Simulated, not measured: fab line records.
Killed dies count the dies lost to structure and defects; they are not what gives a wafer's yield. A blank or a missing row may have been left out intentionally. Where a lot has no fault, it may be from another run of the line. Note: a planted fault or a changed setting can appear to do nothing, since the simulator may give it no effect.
A single fault, viewed from 2 desks	flow sky130	each desk has only its own numbers; what lay behind them comes last

== AT THE METROLOGY DESK ==
What the gauges read for every lot (on any tool): the sampled wafers with a number, averaged. The brackets show how far a lot's mean lies from the usual mean; more than 4 standard deviations puts the lot out of limits, marked OUT.
Columns: A = METAL2_ALCU_RS at SKY_METAL2_RS_MEAS_05, usual 0.1266 ohm/sq; B = METAL2_ALCU_THK at SKY_METAL2_THK_MEAS_06, usual 252.1 nm; C = cd nm at SKY_METAL2_CD_MEAS_15, usual 139.9 nm
lot	first seen here	A	B	C
L943	day 34 10:41	0.1271	251.3	140.6
L949	day 36 14:28	0.1252	255.9	141.6
L956	day 38 16:59	0.1264	251.6	-
L957	day 39 02:04	0.1254	255.9	-
L963	day 40 11:49	0.1288	248.6	141.7
L964	day 41 00:43	0.1247	253.8	138.3
This desk's finding: nothing out of limits on any of the 6 lots.

== FOR THE TOOL OWNER'S DESK: litho track-04 ==
The tool's own readings at SKY_METAL2_DEVELOP_14 (develop time 61.34 s): means of the sampled wafers that have a number, for each lot that ran on this tool. The brackets show how far a lot's mean lies from the usual mean; more than 4 standard deviations puts the lot out of limits, marked OUT.
Columns: A = chill plate temp C at SKY_METAL2_DEVELOP_14, usual 23.00 C
lot	first seen here	A
L943	day 35 11:00	23.01
L963	day 41 11:00	22.92
This desk's finding: nothing out of limits on any of the 2 lots.

== BROUGHT TOGETHER ==
From the metrology desk's view, nothing was out of limits.
The desk of the tool owner found nothing out of limits.

== WHAT THE SIMULATOR PUT IN ==
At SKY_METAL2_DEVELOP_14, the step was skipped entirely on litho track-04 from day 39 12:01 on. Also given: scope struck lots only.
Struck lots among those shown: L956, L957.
